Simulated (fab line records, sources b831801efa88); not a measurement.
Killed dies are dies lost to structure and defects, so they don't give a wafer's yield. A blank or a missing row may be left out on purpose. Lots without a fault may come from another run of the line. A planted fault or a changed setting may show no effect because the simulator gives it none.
Problem report in the 8D (eight disciplines) form, filled by code | flow sfq_line | the parts of the form that need people (team, actions taken, sign-off) are left out

1. THE PROBLEM
oes_product_au at SFQ_TRILAYER_L0_VIA_ETCH_VIA_ETCH_016 reads a mean of 1.009 a.u. on 3 wafers of 3 lots; wafers without a fault read 0.843 a.u. with a standard deviation of 0.007. That is +24 standard deviations from the usual mean.
The step: etches SiO2 in CHF3, stops on MoNx KI, target depth 80 nm.
First seen on wafer L165.3, day 6 05:25, on rie_diel-03. The record holds 44 wafers of 15 lots with a number at this step. Rule for "out", or "out of limits": more than 4 standard deviations from the usual mean. The other wafers with a number count as sound.

2. WHAT IT IS AND WHAT IT IS NOT
question                    | is                       | is not
which readings at this step | oes_product_au           | drypump_motor_current_A
which lots                  | L165, L166, L168         | L156, L158, L159, L160, L161, L162, L163, L164, L174, L175, L176, L178
which wafers of those lots  | L165.3, L166.4, L168.3   | L165.2, L165.6, L166.1, L166.6, L168.6
read on which tools         | rie_diel-02, rie_diel-03 | rie_diel-04
when                        | from day 6 05:25         | up to then (26 sound wafers); but 15 sound wafers of L166, L168, L174, L175, L176, L178 came after

3. SUSPECTS, AND WHAT RULES EACH OUT
Counting: a tool at a process step up to the reading stays a suspect if it ran every lot that is out. Sound lots after the first of them don't rule it out here, since some wafers of a struck lot are sound.
- pecvd-04 at SFQ_TRILAYER_L0_CAP_PECVD_011 (deposits SiO2 from SiH4/N2O, time 13.333 s, target thk 60 nm): kept. It ran every lot that is out, first L165 (day 4 16:37); its last sound lot up to then is L164 (day 4 11:49).
Left after counting: pecvd-04 at SFQ_TRILAYER_L0_CAP_PECVD_011.

4. THE CAUSE (what the simulator had put in)
Process parameter drift: pecvd-04, from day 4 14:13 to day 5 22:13, at SFQ_TRILAYER_L0_CAP_PECVD_011. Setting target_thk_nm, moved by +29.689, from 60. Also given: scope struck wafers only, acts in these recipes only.
Counting left only this tool.

5. THE CHAIN OF EFFECTS, in route order
Each row: a reading whose mean over the struck wafers that have a number lies more than 3 standard deviations from the usual. Only readings for which the record gives a usual standard deviation are gone through. hours: the time from each lot's start at the first step in this table that gives one to its start at this step, as a median over the lots. sigmas: the change in usual standard deviations.
hours | step                                  | reading        | usual      | on struck wafers | change | sigmas
0     | SFQ_TRILAYER_L0_VIA_ETCH_VIA_ETCH_016 | oes_product_au | 0.843 a.u. | 1.009            | +0.166 | +24
The process steps in it:
- SFQ_TRILAYER_L0_VIA_ETCH_VIA_ETCH_016: etches SiO2 in CHF3, stops on MoNx KI, target depth 80 nm.

6. WHAT WOULD HAVE CAUGHT IT SOONER
In this record the first reading out of limits was taken at day 6 05:25, 39 hours after the fault began at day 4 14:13.
Of the tool readings at SFQ_TRILAYER_L0_CAP_PECVD_011 for which the record gives a usual standard deviation, none was out on any struck wafer, so an alarm limit of 4 standard deviations on them would not have fired.
All the lots that are out (3) had begun SFQ_TRILAYER_L0_CAP_PECVD_011 on pecvd-04 by day 6 05:25. A hold on the tool at that time would have spared none of them.
